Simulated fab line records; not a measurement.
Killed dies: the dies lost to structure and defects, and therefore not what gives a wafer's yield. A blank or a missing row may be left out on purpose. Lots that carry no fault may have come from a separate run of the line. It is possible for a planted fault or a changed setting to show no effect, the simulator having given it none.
Struck lot and sound lot, side by side + flow sky130 + 29 steps out of a route of 708
Sound: these wafers, L375.1, L375.5, L375.6. The struck wafers were L365.3, L365.4, L365.6. At the end, the cause is stated.
Order at every step that has rows: each side's tool, ch and its chambers, its first start. Under that, the readings that differ: sound wafers + struck wafers + difference of the means + sigmas: that difference in standard deviations of wafers without a fault.
alike: words and numbers the same on both sides, and readings whose means are apart by under 2 such deviations; not compared: readings that were withheld, readings missing a value for some wafer, numbers with overlapping values and no deviation given by the record, and bounds like >300 which may hide the same value.
Wherever a step has rows on one side only, a row that says differs or no value, or a row with sigmas, the two part there. When numbers do not overlap yet have no deviation, they are printed without sigmas and do not part them. A reading that every wafer of one side lacks parts them only if that side has two wafers or more.

first, 8 steps without rows for these wafers: SKY_LOCAL_INTERCONNECT_ETCH_13 (etches BARC in N2/H2, stops on SiO2, time 45.9 s, target depth 60 nm); SKY_LOCAL_INTERCONNECT_METAL_ETCH_14 (etches TiN in Cl2/BCl3, stops on PSG, target depth 110 nm, time 31.4 s); SKY_LOCAL_INTERCONNECT_STRIP_15 (strips in O2/N2); SKY_LOCAL_INTERCONNECT_STRIP_16 (strips in post etch residue remover, time 1200 s); SKY_LOCAL_INTERCONNECT_CLEAN_17 (cleans in IPA, time 180 s); SKY_LOCAL_INTERCONNECT_CLEAN_18 (cleans in O3/DIW); SKY_CONTACT_CVD_00 (deposits Si3N4, target thk 75 nm); SKY_CONTACT_HDPCVD_02 (deposits SiO2, target thk 565 nm, time 94.2 s).
SKY_CONTACT_CMP_04: polishes SiO2.
  sound on cmp-02 ch 0,1,2, day 37 13:18; struck on cmp-02 ch 0,1,3, day 34 10:33
| reading                                    | sound             | struck            | difference | sigmas      |
|--------------------------------------------|-------------------|-------------------|------------|-------------|
| headPressurePsi (psi)                      | 4.022 3.991 4.012 | 1.941 1.944 1.932 | -2.069     | -99 or more |
| motorCurrentA (A)                          | 11.2 12.1 11.4    | 9.0 7.7 7.4       | -3.5       | -3          |
| timeToEndpointS (s)                        | 81 81 79          | 112 112 111       | +31        | +5          |
| model.SiO2_of_CONTACT_HDPCVD_02.thkNm (nm) | 338.9 341.9 340   | 425.8 425.8 425.1 | +85.3      |             |
  alike: retainingRingPressureFrac
then, 9 steps without rows for these wafers: SKY_CONTACT_DEHYDRATE_06 (time 60 s); SKY_CONTACT_HMDS_07 (prime time 60 s); SKY_CONTACT_COAT_08 (resist thk 60 nm); SKY_CONTACT_COAT_09 (resist thk 450 nm); SKY_CONTACT_SOFTBAKE_10 (time 90 s); SKY_CONTACT_EXPOSE_11 (exposes mask CTM1, target cd 170 nm); SKY_CONTACT_PEB_12; SKY_CONTACT_DEVELOP_13 (develop time 60 s); SKY_CONTACT_ETCH_16 (etches BARC in N2/H2, stops on SiO2, time 45.9 s, target depth 60 nm).
SKY_CONTACT_ETCH_17: etches SiO2 in C4F8/O2/Ar, stops on Si3N4, target depth 340 nm.
  sound on rieDiel-02 ch 0,3, day 38 15:39; struck on rieDiel-04 ch 0,1,2, day 35 12:15
| reading                           | sound             | struck            | difference | sigmas |
|-----------------------------------|-------------------|-------------------|------------|--------|
| oesProductAu (a.u.)               | 0.892 0.900 0.894 | 0.989 0.998 1.006 | +0.102     | +22    |
| model.etch.depthNm (nm)           | 338.9 341.9 340   | 402.6 414.2 410.6 | +68.9      |        |
| model.CONTACT.featureDepthNm (nm) | 338.9 341.9 340   | 402.6 414.2 410.6 | +68.9      |        |
then, 7 steps without rows for these wafers: SKY_CONTACT_ETCH_18 (etches Si3N4 in CHF3/O2, stops on TiN, time 39 s, target depth 75 nm); SKY_CONTACT_STRIP_19 (strips in O2/N2); SKY_CONTACT_STRIP_20 (strips in post etch residue remover, time 1200 s); SKY_CONTACT_CLEAN_21 (cleans in IPA, time 180 s); SKY_CONTACT_CLEAN_22 (cleans in O3/DIW); SKY_CONTACT_SPUTTER_23 (material TiN, target thk 20 nm, time 80 s); SKY_CONTACT_CVD_24 (deposits W, target thk 340 nm, time 102.12 s).
SKY_CONTACT_CMP_27: polishes, stops on SiO2, t overpolish 15 s, target thk 0 nm.
  sound on cmp-01 ch 0,1,3, day 38 16:50; struck on cmp-02 ch 1,3, day 35 13:19
| reading                                    | sound             | struck            | difference | sigmas |
|--------------------------------------------|-------------------|-------------------|------------|--------|
| model.SiO2_of_CONTACT_HDPCVD_02.thkNm (nm) | 335.8 338.7 336.8 | 422.6 422.6 421.9 | +85.3      |        |
  alike: headPressurePsi, motorCurrentA, retainingRingPressureFrac
then, 1 step without rows for these wafers: SKY_METAL1_SPUTTER_00 (material Ti, target thk 15 nm, time 10 s).
-- the record jumps here: 13 days lie between the struck wafers' starts before and after (it left off in module METAL1 and takes up again in module PAD_OPEN, whose first step shown is number 708 of the route) --
SKY_PAD_OPEN_PROBE_99:
  sound on prober-02 at day 50 19:26; struck on prober-02 at day 48 15:03
| reading          | sound    | struck      | difference | sigmas |
|------------------|----------|-------------|------------|--------|
| killedAtContacts | 23 27 29 | 348 207 264 | +247       | +49    |
| killedDies       | 98 94 91 | 400 271 333 | +240       | +28    |
| killedOnRim      | 21 22 17 | 90 85 76    | +64        | +16    |
  alike: killed_at_M0_to_M3, killed_at_M4_up, killedAtFrontEnd, killedAtOther, killedOpen, killedShort

## WHERE THEY PART
Last at SKY_PAD_OPEN_PROBE_99 as far as this record goes, first at SKY_CONTACT_CMP_04.

WHY: the cause the simulator had injected
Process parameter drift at SKY_CONTACT_CMP_04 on cmp-02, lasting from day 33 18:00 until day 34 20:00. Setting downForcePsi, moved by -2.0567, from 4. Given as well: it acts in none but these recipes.
